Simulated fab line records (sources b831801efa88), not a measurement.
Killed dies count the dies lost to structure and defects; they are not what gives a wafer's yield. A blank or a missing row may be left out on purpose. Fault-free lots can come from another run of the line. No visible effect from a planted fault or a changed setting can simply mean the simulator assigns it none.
Which tool was responsible? | flow gf180mcu | 42 wafers from 15 lots sampled at 6 of the route's 602 steps

WHAT EACH GAUGE READ, for each wafer
GF_M4_RS_MEAS_05: the measuring method here is four-point-probe. Usual: M4_ALCU_RS typically reads 0.0696 ohm/sq, with standard deviation 0.00093.
lot  | measured     | on           | M4_ALCU_RS (ohm/sq)  | flag
L617 | day 22 11:13 | filmMetro-03 | 0.0713 0.0704 0.0703 | 
L618 | day 22 14:06 | filmMetro-01 | 0.0697 0.0684 0.0698 | 
L619 | day 22 20:37 | filmMetro-03 | 0.0684 0.0682 0.0686 | 
L621 | day 23 23:21 | filmMetro-02 | 0.0686 0.0689 0.0703 | 
L622 | day 24 08:07 | filmMetro-02 | 0.0686 0.0686 0.0685 | 
L623 | day 24 12:01 | filmMetro-03 | 0.0706 0.0695 0.0706 | 
L624 | day 25 08:29 | filmMetro-01 | 0.0703 0.0700 0.0697 | 
L625 | day 25 08:39 | filmMetro-02 | 0.0704 0.0690 0.0686 | 
L626 | day 25 16:13 | filmMetro-02 | 0.0692 0.0694 0.0702 | 
L631 | day 27 03:19 | filmMetro-03 | 0.0848 0.0687        | OFF
L633 | day 27 16:56 | filmMetro-03 | 0.0865 0.0701        | OFF
L634 | day 28 03:38 | filmMetro-03 | 0.0864 0.0698        | OFF
L637 | day 29 08:01 | filmMetro-03 | 0.0686 0.0684 0.0698 | 
L638 | day 29 13:00 | filmMetro-03 | 0.0703 0.0707 0.0709 | 
L640 | day 29 19:55 | filmMetro-02 | 0.0676 0.0691 0.0686 | 

GF_M4_THK_MEAS_06: measures by xrf. Usual: M4_ALCU_THK typically reads 451 nm, with standard deviation 7.5.
lot  | measured     | on           | M4_ALCU_THK (nm) | flag
L617 | day 22 11:20 | filmMetro-03 | 444 448 447      | 
L618 | day 22 14:13 | filmMetro-01 | 450 456 450      | 
L619 | day 22 20:43 | filmMetro-03 | 458 458 457      | 
L621 | day 23 23:28 | filmMetro-02 | 458 458 448      | 
L622 | day 24 08:13 | filmMetro-02 | 459 460 463      | 
L623 | day 24 12:08 | filmMetro-03 | 442 448 440      | 
L624 | day 25 08:35 | filmMetro-01 | 451 450 451      | 
L625 | day 25 08:45 | filmMetro-02 | 450 458 459      | 
L626 | day 25 16:20 | filmMetro-02 | 456 455 449      | 
L631 | day 27 03:26 | filmMetro-03 | 369 452          | OFF
L633 | day 27 17:03 | filmMetro-03 | 362 444          | OFF
L634 | day 28 03:46 | filmMetro-03 | 360 444          | OFF
L637 | day 29 08:08 | filmMetro-03 | 455 455 448      | 
L638 | day 29 13:05 | filmMetro-03 | 444 443 441      | 
L640 | day 29 20:02 | filmMetro-02 | 469 458 460      | 

GF_M4_OVL_MEAS_15. Usual: M4_OVL typically reads 3 nm, with standard deviation 5.7.
lot  | measured     | on         | M4_OVL (nm) | flag
L617 | day 23 09:50 | overlay-01 | 7 3 11      | 
L618 | day 23 13:26 | overlay-01 | 11 8 4      | 
L619 | day 23 18:47 | overlay-02 | 6 5 5       | 
L621 | day 24 20:26 | overlay-02 | 7 3 2       | 
L622 | day 25 05:23 | overlay-02 | 5 -4 11     | 
L623 | day 25 10:03 | overlay-02 | 6 7 12      | 
L624 | day 26 05:14 | overlay-02 | -6 -4 -6    | 
L625 | day 26 06:01 | overlay-02 | -6 2 2      | 
L626 | day 26 13:07 | overlay-02 | 3 3 4       | 
L631 | day 28 00:08 | overlay-01 | 20 4        | 
L633 | day 28 11:58 | overlay-02 | -1 -4       | 
L634 | day 29 07:04 | overlay-01 | 2 9         | 
L637 | day 30 02:38 | overlay-02 | -6 5 3      | 
L638 | day 30 06:55 | overlay-02 | 9 6 5       | 
L640 | day 30 14:17 | overlay-02 | 4 1 -2      | 

WHAT TOOL EACH LOT RAN ON (gives the tool, then ch and the chambers of the sampled wafers, and finally the start)
lot  | GF_V3_ETCH_17                                | GF_V3_STRIP_18                      | GF_M4_SPUTTER_02
L617 | rieDiel-02 ch 0,1,2, day 22 09:43 or earlier | plasmaAsher-02 ch 0,1, day 22 09:43 | pvdSputter-01, day 22 11:07
L618 | rieDiel-03 ch 0,1,3, day 22 12:37 or earlier | plasmaAsher-03 ch 0,1, day 22 12:37 | pvdSputter-04, day 22 14:01
L619 | rieDiel-03 ch 2,3, day 22 19:08 or earlier   | plasmaAsher-02 ch 0,1, day 22 19:08 | pvdSputter-04, day 22 20:29
L621 | rieDiel-01 ch 2,3, day 23 21:49 or earlier   | plasmaAsher-02 ch 0,1, day 23 21:49 | pvdSputter-04, day 23 23:16
L622 | rieDiel-02 ch 1,2,3, day 24 06:38 or earlier | plasmaAsher-02 ch 0,1, day 24 06:38 | pvdSputter-03, day 24 08:00
L623 | rieDiel-03 ch 0,1,2, day 24 10:31 or earlier | plasmaAsher-02 ch 0,1, day 24 10:31 | pvdSputter-04, day 24 11:55
L624 | rieDiel-02 ch 1,2,3, day 25 07:01 or earlier | plasmaAsher-02 ch 0,1, day 25 07:01 | pvdSputter-03, day 25 08:22
L625 | rieDiel-01 ch 0,3, day 25 07:11 or earlier   | plasmaAsher-03 ch 0,1, day 25 07:11 | pvdSputter-04, day 25 08:31
L626 | rieDiel-01 ch 0,1,3, day 25 14:46 or earlier | plasmaAsher-03 ch 0,1, day 25 14:46 | pvdSputter-01, day 25 16:07
L631 | rieDiel-03 ch 1, day 27 01:52 or earlier     | plasmaAsher-03 ch 0,1, day 27 01:52 | pvdSputter-03, day 27 03:13
L633 | rieDiel-01 ch 2,3, day 27 15:28 or earlier   | plasmaAsher-03 ch 0, day 27 15:28   | pvdSputter-03, day 27 16:50
L634 | rieDiel-02 ch 0,1, day 28 02:11 or earlier   | plasmaAsher-02 ch 1, day 28 02:11   | pvdSputter-03, day 28 03:33
L637 | rieDiel-03 ch 1,2,3, day 29 06:34 or earlier | plasmaAsher-04 ch 0,1, day 29 06:34 | pvdSputter-04, day 29 07:56
L638 | rieDiel-01 ch 0,1,3, day 29 10:01 or earlier | plasmaAsher-03 ch 0,1, day 29 10:01 | pvdSputter-04, day 29 12:51
L640 | rieDiel-03 ch 0,1,3, day 29 18:22 or earlier | plasmaAsher-03 ch 0,1, day 29 18:22 | pvdSputter-04, day 29 19:50
- GF_V3_ETCH_17: etches SiO2 in C4F8/O2/Ar, stops on TiN, target depth 635 nm.
- GF_V3_STRIP_18: strips in O2/N2.
- GF_M4_SPUTTER_02: material AlCu, target thk 450 nm, time 23.9 s.

AS READ BY THE TOOLS THEMSELVES (means over the sampled wafers that have a number; for cases with no such wafer, the mark the record gives instead)
GF_V3_ETCH_17. Usual: oesProductAu 0.856 a.u., standard deviation 0.0048.
lot  | tool       | oesProductAu (a.u.) | flag
L617 | rieDiel-02 | 0.854               | 
L618 | rieDiel-03 | 0.855               | 
L619 | rieDiel-03 | 0.858               | 
L621 | rieDiel-01 | 0.856               | 
L622 | rieDiel-02 | 0.861               | 
L623 | rieDiel-03 | 0.857               | 
L624 | rieDiel-02 | 0.858               | 
L625 | rieDiel-01 | 0.854               | 
L626 | rieDiel-01 | 0.854               | 
L631 | rieDiel-03 | 0.854               | 
L633 | rieDiel-01 | 0.854               | 
L634 | rieDiel-02 | 0.860               | 
L637 | rieDiel-03 | 0.850               | 
L638 | rieDiel-01 | 0.854               | 
L640 | rieDiel-03 | 0.853               | 

GF_V3_STRIP_18. Usual: drypumpMotorCurrentA 5.4 A, standard deviation 0.31; heaterPowerW 334 W, standard deviation 17; oesProductAu 0.593 a.u., standard deviation 0.005.
lot  | tool           | drypumpMotorCurrentA (A) | heaterPowerW (W) | oesProductAu (a.u.) | flag
L617 | plasmaAsher-02 | 5.4                      | 341              | 0.600               | 
L618 | plasmaAsher-03 | 5.7                      | 342              | 0.597               | 
L619 | plasmaAsher-02 | 5.4                      | 340              | 0.593               | 
L621 | plasmaAsher-02 | 5.4                      | 341              | 0.594               | 
L622 | plasmaAsher-02 | 5.4                      | 340              | 0.590               | 
L623 | plasmaAsher-02 | 5.2                      | 326              | 0.598               | 
L624 | plasmaAsher-02 | 5.4                      | 345              | 0.595               | 
L625 | plasmaAsher-03 | 5.4                      | 332              | 0.593               | 
L626 | plasmaAsher-03 | 5.5                      | 334              | 0.599               | 
L631 | plasmaAsher-03 | 5.5                      | 332              | 0.587               | 
L633 | plasmaAsher-03 | 5.8                      | 340              | 0.597               | 
L634 | plasmaAsher-02 | 5.0                      | 309              | 0.595               | 
L637 | plasmaAsher-04 | 5.5                      | 332              | 0.597               | 
L638 | plasmaAsher-03 | 5.5                      | 330              | 0.595               | 
L640 | plasmaAsher-03 | 5.6                      | 333              | 0.589               | 

GF_M4_SPUTTER_02. Usual: throttleValvePct 29.8 %, standard deviation 1.
lot  | tool          | throttleValvePct (%) | flag
L617 | pvdSputter-01 | 29.2                 | 
L618 | pvdSputter-04 | 29.9                 | 
L619 | pvdSputter-04 | 29.7                 | 
L621 | pvdSputter-04 | 30.5                 | 
L622 | pvdSputter-03 | 29.3                 | 
L623 | pvdSputter-04 | 29.8                 | 
L624 | pvdSputter-03 | 29.7                 | 
L625 | pvdSputter-04 | 30.7                 | 
L626 | pvdSputter-01 | 29.0                 | 
L631 | pvdSputter-03 | 29.6                 | 
L633 | pvdSputter-03 | 29.6                 | 
L634 | pvdSputter-03 | 30.6                 | 
L637 | pvdSputter-04 | 30.0                 | 
L638 | pvdSputter-04 | 29.8                 | 
L640 | pvdSputter-04 | 30.3                 | 

THE ANSWER, worked out from the rows above alone
Rule: take the mean of a lot's wafers that have a number; if it is more than 3 standard deviations from the usual mean, the lot is off. A lot without any number at a reading at which 4 lots or more have one is off too. Any other lot the step has rows for is counted as sound. After the gauges, taken in route order, come the tools' own readings; for these a lot's mean is taken, as printed above. The first step at which some lot is off is used, and at that step the reading that is off furthest; a lot without a number counts as furthest.
Off: at GF_M4_RS_MEAS_05 (M4_ALCU_RS), L631, L633, L634.
A tool fits if, at a process step before that reading, it ran every lot that is off, and no sound lot after the first of them. The gauges at GF_M4_RS_MEAS_05 are tried like those tools. Because GF_V3_ETCH_17 lacks a start for some lots, the hours and order of its lots are taken from GF_V3_STRIP_18. One candidate fits, namely pvdSputter-03 at GF_M4_SPUTTER_02. Its last sound lot is L624 (day 25 08:22), its first lot that is off L631 (day 27 03:13): a fault that began between those two fits.

WHAT HAD BEEN PUT IN BY THE SIMULATOR
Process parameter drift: pvdSputter-03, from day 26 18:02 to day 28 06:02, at GF_M4_SPUTTER_02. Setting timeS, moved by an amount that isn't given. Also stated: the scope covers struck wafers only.
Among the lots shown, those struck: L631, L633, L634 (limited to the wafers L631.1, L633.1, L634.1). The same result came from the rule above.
